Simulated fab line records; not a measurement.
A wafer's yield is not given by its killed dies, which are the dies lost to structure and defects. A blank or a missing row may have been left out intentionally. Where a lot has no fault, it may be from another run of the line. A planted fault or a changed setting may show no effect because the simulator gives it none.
Chamber matching ; flow sfqLine ; SFQ_TRILAYER_I7_CMP_CMP_184 on cmp-01 has 4 sister chambers
The step polishes SiO2. 8 wafers are shown with their chamber, then 7 later ones without.

## WAFERS PAIRED WITH THEIR CHAMBERS
wafer;chamber;motorCurrentA (A);timeToEndpointS (s)
L688.2;2;9.0;212
L693.4;1;9.6;223
L693.6;0;10.2;225
L703.1;1;9.8;220
L703.3;3;8.4;221
L703.5;2;9.1;225
L705.1;3;8.7;216
L705.3;0;9.9;213

## WAFERS WITH NO CHAMBER GIVEN
wafer;motorCurrentA (A);timeToEndpointS (s)
L705.6;8.4;222
L706.2;8.5;218
L706.5;8.2;224
L706.6;8.8;215
L710.4;10.2;222
L710.3;8.7;217
L710.5;8.4;217

## THE CHAMBER EACH PASSED THROUGH
wafer;from the rows above;in truth
L705.6;3;3
L706.2;3;3
L706.5;3;3
L706.6;can't be placed: 2 or 3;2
L710.4;can't be placed: 0 or 1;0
L710.3;can't be placed: 3 or 2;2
L710.5;3;3
Placed correctly: 4 of 7. These rows do not allow placing 3 (true chamber among the candidates in 3). 0 placed wrongly.
How it was worked out, from the rows above alone: a wafer's distance from a chamber is the root of the sum, over the readings, of the square of ((its reading less the chamber's mean) divided by the reading's scatter). The wafer belongs to the nearest chamber; if the next one is less than 2 further off, it can't be placed. Each chamber's mean is taken over the wafers shown for it. The scatter: take each reading less its chamber's mean, square it, sum over the shown wafers, divide by the number of wafers less the number of chambers, and take the root.
